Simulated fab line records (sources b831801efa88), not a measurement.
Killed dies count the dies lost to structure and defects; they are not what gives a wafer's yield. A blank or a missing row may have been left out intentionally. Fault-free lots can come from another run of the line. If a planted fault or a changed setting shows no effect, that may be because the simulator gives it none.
Split-lot experiment	flow sfq line	route with 325 steps; 5 lots, 27 wafers read

ON THE SPLIT
At SFQ_TRILAYER_JJ_TRILAYER_DEP_SPUTTER_109 (material Nb, target thk 150 nm, time 100 s), the setting time s was moved away from the recipe's 100 s on 9 of the 27 wafers read, by +26.6% to +38.7%. The other wafers ran this setting at the recipe's value.

FROM THE SPLIT TO THE READING: what the file shows between them, 3 steps
- SFQ_TRILAYER_JJ_TRILAYER_DEP_SPUTTER_110: material Al, target thk 8 nm, time 10 s
- SFQ_TRILAYER_JJ_TRILAYER_DEP_AL_OXIDATION_111: oxidation time 600 s
- SFQ_TRILAYER_M5_BARC_OPEN_METAL_ETCH_161: etches BARC in O2, target depth 125 nm, time 41.7 s

THE READING
oes product au, in a.u., at SFQ_TRILAYER_M5_ETCH_METAL_ETCH_126 (etches Nb in Cl2/BCl3, stops on SiO2, time 203.2 s, target depth 265 nm). A value of 0.727 a.u. with a standard deviation of 0.0056 a.u. is what fault-free wafers of this fab line usually give.

wafer	tool, chamber at the split	time s as run, s	against the recipe	oes product au, a.u.	against lot-mates on the recipe
L075.1	pvd sputter-03, -	100	recipe	0.723	-
L075.2	pvd sputter-03, -	100	recipe	0.734	-
L075.3	pvd sputter-03, -	100	recipe	0.717	-
L077.1	pvd sputter-05, -	138.7	+38.7%	0.866	+0.141
L077.2	pvd sputter-05, -	138.7	+38.7%	0.866	+0.141
L077.3	pvd sputter-05, -	100	recipe	0.716	-
L077.4	pvd sputter-05, -	100	recipe	0.738	-
L077.5	pvd sputter-05, -	100	recipe	0.721	-
L077.6	pvd sputter-05, -	138.7	+38.7%	0.868	+0.143
L079.1	pvd sputter-05, -	100	recipe	0.731	-
L079.2	pvd sputter-05, -	100	recipe	0.735	-
L079.3	pvd sputter-05, -	100	recipe	0.733	-
L079.4	pvd sputter-05, -	136	+36.0%	0.857	+0.124
L079.5	pvd sputter-05, -	136	+36.0%	0.856	+0.123
L079.6	pvd sputter-05, -	136	+36.0%	0.857	+0.124
L081.1	pvd sputter-03, -	126.6	+26.6%	0.829	+0.103
L081.2	pvd sputter-03, -	100	recipe	0.726	-
L081.3	pvd sputter-03, -	126.6	+26.6%	0.819	+0.093
L081.4	pvd sputter-03, -	100	recipe	0.731	-
L081.5	pvd sputter-03, -	126.6	+26.6%	0.827	+0.101
L081.6	pvd sputter-03, -	100	recipe	0.721	-
L082.1	pvd sputter-05, -	100	recipe	0.725	-
L082.2	pvd sputter-05, -	100	recipe	0.739	-
L082.3	pvd sputter-05, -	100	recipe	0.730	-
L082.4	pvd sputter-05, -	100	recipe	0.731	-
L082.5	pvd sputter-05, -	100	recipe	0.732	-
L082.6	pvd sputter-05, -	100	recipe	0.726	-

FIT RESULTS
A straight line over all 27 wafers: oes product au changes by +0.00358 a.u. for each +1% of time s; r = +1.00; the points scatter about the line by 0.0058 a.u.
The same after taking each lot's own level away (the mean of its wafers on the recipe; 27 wafers): +0.00359 a.u. for each +1%; r = +1.00; scatter 0.0057 a.u.
On that fit, the largest move of time s shifts the reading by 0.14 a.u.
The lots' own levels span 0.7247 to 0.7330 a.u., that is 1.5 times the standard deviation above.
The two slopes agree, so the slope changes little with the lot-to-lot level.
Check: +0.139 a.u. against its lot-mates is what the line predicts for one of the wafers moved furthest among these (+38.7%) when that wafer is left out of the fit. It came out at +0.141 a.u. against them.

THE WHOLE CHAIN: every reading that the file lists as answering this split, in the file's order
step	what it does	reading	change (the file's fit)	r (the file's)
SFQ_TRILAYER_JJ_TRILAYER_DEP_SPUTTER_109	material Nb, target thk 150 nm, time 100 s	Nb_of_TRILAYER_JJ_TRILAYER_DEP_SPUTTER_109.thk nm (the simulator's own value, which no gauge read)	+1.5 nm for each +1% of the setting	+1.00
SFQ_TRILAYER_M5_ETCH_METAL_ETCH_126	etches Nb in Cl2/BCl3, stops on SiO2, time 203.2 s, target depth 265 nm	oes product au	+0.00359 a.u. for each +1% of the setting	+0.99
SFQ_TRILAYER_M5_ETCH_METAL_ETCH_126	etches Nb in Cl2/BCl3, stops on SiO2, time 203.2 s, target depth 265 nm	M5.feature depth nm (the simulator's own value, which no gauge read)	+1.49 nm for each +1% of the setting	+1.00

FILE'S OWN FIT
oes product au changes by +0.00359 a.u. for each +1% of time s, r = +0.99.
